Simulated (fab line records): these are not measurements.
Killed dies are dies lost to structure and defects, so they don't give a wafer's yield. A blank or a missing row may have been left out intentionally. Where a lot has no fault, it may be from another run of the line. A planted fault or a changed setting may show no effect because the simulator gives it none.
Which tool is to blame? ; flow gf180mcu ; 15 lots with 45 wafers sampled at 4 steps, on a route of 602 steps

## WHAT EACH GAUGE READ, for each wafer
Not one reading of a measure or inspect step in the record can be checked against a usual standard deviation.

## WHAT TOOL EACH LOT RAN ON (gives the tool, then ch and the chambers of the sampled wafers, and finally the start)
lot;GF_PSD_STRIP_10;GF_SALICIDE_SPUTTER_03;GF_CONTACT_PEB_12;GF_CONTACT_ETCH_16
L902;plasma_asher-04 ch 0,1, day 14 06:12;pvd_sputter-02, day 15 03:56;litho_track-03 ch 0, day 16 02:09;rie_diel-04 ch 1,2, day 16 02:37
L904;plasma_asher-01 ch 0,1, day 14 22:55;pvd_sputter-01, day 15 21:32;litho_track-03 ch 0, day 16 21:15;rie_diel-01 ch 1,2,3, day 16 21:43
L905;plasma_asher-03 ch 0,1, day 15 06:45;pvd_sputter-02, day 16 05:14;litho_track-01 ch 0, day 17 04:34;rie_diel-01 ch 0,1,2, day 17 05:03
L908;plasma_asher-01 ch 0,1, day 16 08:51;pvd_sputter-02, day 17 08:22;litho_track-03 ch 0, day 18 08:44;rie_diel-04 ch 0,2,3, day 18 09:13
L909;plasma_asher-04 ch 0,1, day 16 18:33;pvd_sputter-04, day 17 18:32;litho_track-02, day 18 20:16;rie_diel-04 ch 1,2,3, day 18 20:42
L910;plasma_asher-04 ch 0,1, day 17 02:13;pvd_sputter-01, day 18 02:04;litho_track-01, day 19 02:55;rie_diel-01 ch 0,2,3, day 19 03:21
L911;plasma_asher-03 ch 0,1, day 17 09:06;pvd_sputter-01, day 18 09:53;litho_track-03, day 19 10:43;rie_diel-04 ch 0,2, day 19 11:13
L912;plasma_asher-03 ch 0,1, day 17 23:58;pvd_sputter-02, day 19 01:07;litho_track-03 ch 0, day 20 02:16;rie_diel-04 ch 0,1,3, day 20 02:46
L917;plasma_asher-04 ch 0,1, day 19 12:39;pvd_sputter-01, day 20 14:11;litho_track-03 ch 0, day 21 14:56;rie_diel-04 ch 1,2,3, day 21 15:25
L919;plasma_asher-04 ch 0,1, day 20 21:36;pvd_sputter-02, day 21 21:59;litho_track-03 ch 0, day 22 22:31;rie_diel-01 ch 1,2,3, day 22 23:04
L920;plasma_asher-03 ch 0,1, day 21 11:46;pvd_sputter-04, day 22 12:38;litho_track-03 ch 0, day 23 12:10;rie_diel-01 ch 1,3, day 23 12:40
L921;plasma_asher-01 ch 0,1, day 21 17:19;pvd_sputter-04, day 22 17:07;litho_track-03 ch 0, day 23 17:01;rie_diel-01 ch 0,2,3, day 23 17:31
L923;plasma_asher-04 ch 0,1, day 21 20:33;pvd_sputter-01, day 22 20:40;litho_track-03 ch 0, day 23 19:53;rie_diel-01 ch 0,2, day 23 20:19
L924;plasma_asher-04 ch 1, day 22 09:37;pvd_sputter-02, day 23 10:16;litho_track-03 ch 0, day 24 10:29;rie_diel-04 ch 2,3, day 24 10:58
L925;plasma_asher-03 ch 0,1, day 22 13:19;pvd_sputter-02, day 23 13:20;litho_track-01 ch 0, day 24 12:49;rie_diel-04 ch 2,3, day 24 13:18
- GF_PSD_STRIP_10: strips in O2/N2.
- GF_SALICIDE_SPUTTER_03: material TiN, target thk 20 nm, time 16.7 s.
- GF_CONTACT_PEB_12: peb time 90 s.
- GF_CONTACT_ETCH_16: etches BARC in N2/H2.

## WHAT THE TOOLS THEMSELVES READ (means of the sampled wafers that have a number; where no wafer has one, the mark that the record gives instead)
GF_PSD_STRIP_10. Usual: drypump_motor_current_A 5.7 A, standard deviation 0.48; heater_power_w 345 W, standard deviation 38; oes_product_au 0.591 a.u., standard deviation 0.0049; strip_time_to_endpoint_s 16.54 s, standard deviation 0.039.
lot;tool;drypump_motor_current_A (A);heater_power_w (W);oes_product_au (a.u.);strip_time_to_endpoint_s (s);flag
L902;plasma_asher-04;5.8;373;0.594;16.56;
L904;plasma_asher-01;6.0;370;0.591;16.52;
L905;plasma_asher-03;5.2;327;0.593;16.50;
L908;plasma_asher-01;6.3;359;0.593;16.54;
L909;plasma_asher-04;5.9;336;0.591;16.53;
L910;plasma_asher-04;5.9;336;0.588;16.50;
L911;plasma_asher-03;5.4;317;0.591;16.50;
L912;plasma_asher-03;5.2;329;0.596;16.55;
L917;plasma_asher-04;5.8;367;0.587;16.60;
L919;plasma_asher-04;5.8;368;0.591;16.52;
L920;plasma_asher-03;5.2;326;0.586;16.57;
L921;plasma_asher-01;6.0;372;0.590;16.51;
L923;plasma_asher-04;6.0;341;0.595;16.58;
L924;plasma_asher-04;5.6;394;0.594;16.53;
L925;plasma_asher-03;5.4;316;0.591;16.55;

GF_SALICIDE_SPUTTER_03. Usual: chamber_pressure_pa 0.3999 Pa, standard deviation 0.00083; throttle_valve_pct 29.6 %, standard deviation 0.78.
lot;tool;chamber_pressure_pa (Pa);throttle_valve_pct (%);flag
L902;pvd_sputter-02;0.3993;29.6;
L904;pvd_sputter-01;0.3998;29.7;
L905;pvd_sputter-02;0.4003;29.8;
L908;pvd_sputter-02;0.3999;29.9;
L909;pvd_sputter-04;0.3992;29.8;
L910;pvd_sputter-01;0.3998;29.7;
L911;pvd_sputter-01;0.4003;29.5;
L912;pvd_sputter-02;0.3990;29.5;
L917;pvd_sputter-01;0.3998;29.0;
L919;pvd_sputter-02;0.4001;29.8;
L920;pvd_sputter-04;0.3986;29.4;
L921;pvd_sputter-04;0.3999;29.8;
L923;pvd_sputter-01;0.4001;30.0;
L924;pvd_sputter-02;0.3996;29.9;
L925;pvd_sputter-02;0.4001;29.5;

GF_CONTACT_PEB_12. Usual: chill_plate_temp_C 23.02 C, standard deviation 0.1; exhaust_pa 45.1 Pa, standard deviation 0.82.
lot;tool;chill_plate_temp_C (C);exhaust_pa (Pa);flag
L902;litho_track-03;23.15;44.8;
L904;litho_track-03;23.11;44.2;
L905;litho_track-01;23.00;46.5;
L908;litho_track-03;23.00;44.4;
L909;litho_track-02;-;-;OFF
L910;litho_track-01;-;-;OFF
L911;litho_track-03;-;-;OFF
L912;litho_track-03;23.01;45.0;
L917;litho_track-03;22.92;45.7;
L919;litho_track-03;22.97;45.6;
L920;litho_track-03;23.09;44.9;
L921;litho_track-03;23.13;44.5;
L923;litho_track-03;22.89;45.5;
L924;litho_track-03;23.18;44.7;
L925;litho_track-01;23.02;44.8;

GF_CONTACT_ETCH_16. Usual: drypump_motor_current_A 5.5 A, standard deviation 0.55; oes_product_au 0.856 a.u., standard deviation 0.005; throttle_valve_pct 13.224 %, standard deviation 0.0086.
lot;tool;drypump_motor_current_A (A);oes_product_au (a.u.);throttle_valve_pct (%);flag
L902;rie_diel-04;5.3;0.854;13.219;
L904;rie_diel-01;5.7;0.853;13.217;
L905;rie_diel-01;5.8;0.857;13.226;
L908;rie_diel-04;5.1;0.856;13.224;
L909;rie_diel-04;5.5;0.857;13.222;
L910;rie_diel-01;5.5;0.851;13.226;
L911;rie_diel-04;4.9;0.856;13.218;
L912;rie_diel-04;5.5;0.855;13.224;
L917;rie_diel-04;5.5;0.857;13.222;
L919;rie_diel-01;5.7;0.847;13.220;
L920;rie_diel-01;5.6;0.857;13.228;
L921;rie_diel-01;5.5;0.863;13.226;
L923;rie_diel-01;5.7;0.858;13.222;
L924;rie_diel-04;5.1;0.863;13.214;
L925;rie_diel-04;4.9;0.856;13.227;

## THE ANSWER, worked out from the rows above alone
Rule: a lot is off if the mean of its wafers that have a number lies more than 3 standard deviations from the usual mean. A lot without any number at a reading at which 4 lots or more have one is off too. All remaining lots with rows at the step are treated as sound. Order of review: gauges by route order, followed by the tools' own readings, for which a lot's mean as printed above is used. At the first step where some lot is off, the reading lying furthest off is the one used; lots without a number count as furthest.
Off: L909, L910, L911 (GF_CONTACT_PEB_12, chill_plate_temp_C). Without a number there: L909, L910, L911.
A tool fits if, at that step or a process step before it, it ran every lot that is off, and no sound lot after the first of them. None of those tried fits.

## WHAT WAS PUT IN BY THE SIMULATOR
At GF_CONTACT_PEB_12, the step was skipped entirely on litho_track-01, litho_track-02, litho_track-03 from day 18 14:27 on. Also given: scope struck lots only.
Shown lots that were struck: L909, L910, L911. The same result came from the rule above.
